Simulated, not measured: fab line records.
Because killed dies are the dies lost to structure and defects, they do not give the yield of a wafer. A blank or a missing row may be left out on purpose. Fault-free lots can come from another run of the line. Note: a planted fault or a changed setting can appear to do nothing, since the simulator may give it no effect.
A struck lot beside a sound one    flow sky130    43 steps out of a route of 708
Sound: the wafers L682.2, L682.3, L682.6. Struck: wafer L696.1 (L696.2, L696.3, from the same lot, were not struck and are left out); the cause is given at the end.
Per side, at each step with rows, come the tool, then ch with its chambers, and then its first start. Under that, the readings that differ: sound wafers    struck wafers    difference of the means    sigmas: that difference in standard deviations of wafers without a fault.
alike: readings with means less than 2 such deviations apart, plus words and numbers identical on both sides. not compared: withheld readings, readings lacking a value on some wafer, bounds such as >300 that could conceal the same value, and numbers that have no deviation in the record and whose values overlap.
The two part at a step that has a row with sigmas, a row that says differs or no value, or rows on one side only. Numbers that don't overlap but have no deviation are shown without sigmas and don't part them. Lack of a reading on every wafer of one side parts them only where that side has two or more wafers.

first, 8 steps without rows for these wafers: SKY_POLY_CUT_DEHYDRATE_00 (time 60 s); SKY_POLY_CUT_HMDS_01 (prime time 60 s); SKY_POLY_CUT_COAT_02 (resist thk 60 nm); SKY_POLY_CUT_COAT_03 (resist thk 450 nm); SKY_POLY_CUT_SOFTBAKE_04 (time 90 s); SKY_POLY_CUT_EXPOSE_05 (exposes mask NPCM, target cd 270 nm); SKY_POLY_CUT_PEB_06; SKY_POLY_CUT_DEVELOP_07 (develop time 60 s).
SKY_POLY_CUT_CD_MEAS_08: the cd target is 270 nm.
  sound on cd_sem-01, day 25 13:19; struck on cd_sem-01, day 31 01:57
  alike: cd_nm
SKY_POLY_CUT_OVL_MEAS_09:
  sound on overlay-01, day 25 13:25; struck on overlay-02, day 31 02:04
  alike: POLY_CUT_OVL
SKY_POLY_CUT_ETCH_10: etches BARC in N2/H2, stops on SiO2, time 45.9 s, target depth 60 nm.
  sound on rie_diel-04 ch 0,1,2, day 25 13:27; struck on rie_diel-04 ch 2, day 31 02:06
  alike: chamber_pressure_mTorr, drypump_motor_current_A, h2_flow_sccm, oes_product_au, rf_fwd_power_W, throttle_valve_pct
  not compared: rf_hours_counter_h
SKY_POLY_CUT_ETCH_11: etches Si3N4 in CF4/CH2F2/Ar, stops on poly-Si, time 42.5 s, target depth 60 nm.
  sound on rie_diel-04 ch 0,1,2, day 25 13:29; struck on rie_diel-04 ch 2, day 31 02:08
  alike: chamber_pressure_mTorr, drypump_motor_current_A, mfc_ar_sccm, oes_product_au, rf_fwd_power_W, throttle_valve_pct
  not compared: rf_hours_counter_h
SKY_POLY_CUT_STRIP_12: strips in O2/N2.
  sound on plasma_asher-03 ch 1, day 25 13:32; struck on plasma_asher-01 ch 1, day 31 02:11
  alike: chamber_pressure_mTorr, drypump_motor_current_A, oes_product_au, strip_time_to_endpoint_s
  not compared: rf_hours_counter_h
then, 7 steps without rows for these wafers: SKY_SD_P_DEHYDRATE_00 (time 60 s); SKY_SD_P_HMDS_01 (prime time 60 s); SKY_SD_P_COAT_02 (resist thk 1140 nm); SKY_SD_P_SOFTBAKE_03 (time 60 s); SKY_SD_P_EXPOSE_04 (exposes mask PSDM, target cd 380 nm); SKY_SD_P_PEB_05; SKY_SD_P_DEVELOP_06 (develop time 60 s).
SKY_SD_P_CD_MEAS_07: the cd target is 380 nm.
  sound on cd_sem-02, day 26 18:46; struck on cd_sem-02, day 32 05:54
  alike: cd_nm
SKY_SD_P_OVL_MEAS_08:
  sound on overlay-02, day 26 18:53; struck on overlay-01, day 32 06:01
  alike: SD_P_OVL
then, 1 step without rows for these wafers: SKY_SD_P_IMPLANT_09.
SKY_SD_P_STRIP_10: strips in O2/N2.
  sound on plasma_asher-03 ch 0,1, day 26 19:04; struck on plasma_asher-01 ch 1, day 32 06:12
  alike: chamber_pressure_mTorr, drypump_motor_current_A, oes_product_au, strip_time_to_endpoint_s
  not compared: rf_hours_counter_h
SKY_SD_P_TW_MEAS_11:
  sound on film_metro-04, day 26 19:10; struck on film_metro-01, day 32 06:18
  alike: SD_P_TW
then, 8 steps without rows for these wafers: SKY_RES_XHIGH_DEHYDRATE_00 (time 60 s); SKY_RES_XHIGH_HMDS_01 (prime time 60 s); SKY_RES_XHIGH_COAT_02 (resist thk 1140 nm); SKY_RES_XHIGH_SOFTBAKE_03 (time 60 s); SKY_RES_XHIGH_EXPOSE_04 (exposes mask URPM, target cd 1270 nm); SKY_RES_XHIGH_PEB_05; SKY_RES_XHIGH_DEVELOP_06 (develop time 60 s); SKY_RES_XHIGH_IMPLANT_07.
SKY_RES_XHIGH_STRIP_08: strips in O2/N2.
  sound on plasma_asher-04 ch 0,1, day 28 01:02; struck on plasma_asher-03 ch 1, day 33 09:57
  alike: chamber_pressure_mTorr, drypump_motor_current_A, oes_product_au, strip_time_to_endpoint_s
  not compared: rf_hours_counter_h
SKY_RES_XHIGH_TW_MEAS_09:
  sound on film_metro-01, day 28 01:09; struck on film_metro-01, day 33 10:03
  alike: RES_XHIGH_TW
then, 7 steps without rows for these wafers: SKY_SD_N_DEHYDRATE_00 (time 60 s); SKY_SD_N_HMDS_01 (prime time 60 s); SKY_SD_N_COAT_02 (resist thk 1140 nm); SKY_SD_N_SOFTBAKE_03 (time 60 s); SKY_SD_N_EXPOSE_04 (exposes mask NSDM, target cd 380 nm); SKY_SD_N_PEB_05; SKY_SD_N_DEVELOP_06 (develop time 60 s).
-- here the record skips 17 days between the struck wafers' starts before and after, leaving off in module SD_N and picking up in module PAD_OPEN (first step shown: number 708 of the route) --
SKY_PAD_OPEN_PROBE_99:
  only the struck wafers here have rows in the record (prober-02, day 50 11:31); the sound ones have none

WHERE THEY PART
Only at SKY_PAD_OPEN_PROBE_99, as far as this record shows.

WHY: what the simulator had put in
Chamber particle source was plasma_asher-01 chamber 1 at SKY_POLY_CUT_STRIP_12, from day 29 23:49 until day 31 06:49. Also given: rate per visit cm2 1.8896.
